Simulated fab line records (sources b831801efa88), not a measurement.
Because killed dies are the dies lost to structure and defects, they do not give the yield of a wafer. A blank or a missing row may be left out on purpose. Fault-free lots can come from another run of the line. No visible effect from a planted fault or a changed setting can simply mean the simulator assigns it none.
Matching of chambers	flow gf180mcu	hdpcvd-02 running GF_V3_CVD_00: 3 sister chambers
The step deposits SiO2, target thk 600 nm, time 100 s. 3 wafers are shown with their chamber, then 7 later ones without.

WAFERS PAIRED WITH THEIR CHAMBERS
wafer	chamber	sih4-flow-sccm (sccm)
L268.4	1	59.96
L270.2	2	60.06
L270.4	0	59.85

WAFERS MISSING THEIR CHAMBER
wafer	sih4-flow-sccm (sccm)
L270.6	60.08
L271.1	59.82
L271.3	59.80
L271.4	59.77
L275.3	59.64
L275.5	60.04
L275.6	60.09

WHICH CHAMBER EACH WENT THROUGH
wafer	from the rows above	in truth
L270.6	can't be placed: 2 or 1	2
L271.1	can't be placed: 0 or 1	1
L271.3	can't be placed: 0 or 1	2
L271.4	can't be placed: 0 or 1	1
L275.3	can't be placed: 0 or 1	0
L275.5	can't be placed: 2 or 1 or 0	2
L275.6	can't be placed: 2 or 1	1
0 of 7 placed correctly. From these rows, 7 cannot be placed; in 6 the true chamber is one of the candidates. 0 placed wrongly.
How it was worked out, from the rows above alone: a wafer's distance from a chamber is the root of the sum, over the readings, of the square of ((its reading less the chamber's mean) divided by the reading's scatter). If the next closest chamber is less than 2 further off than the closest, the wafer can't be placed; otherwise it belongs to the closest. The mean given for a chamber averages the wafers shown for that chamber. The scatter: root of mean squared gap, hidden wafer to nearest shown wafer, with one shown wafer a chamber.
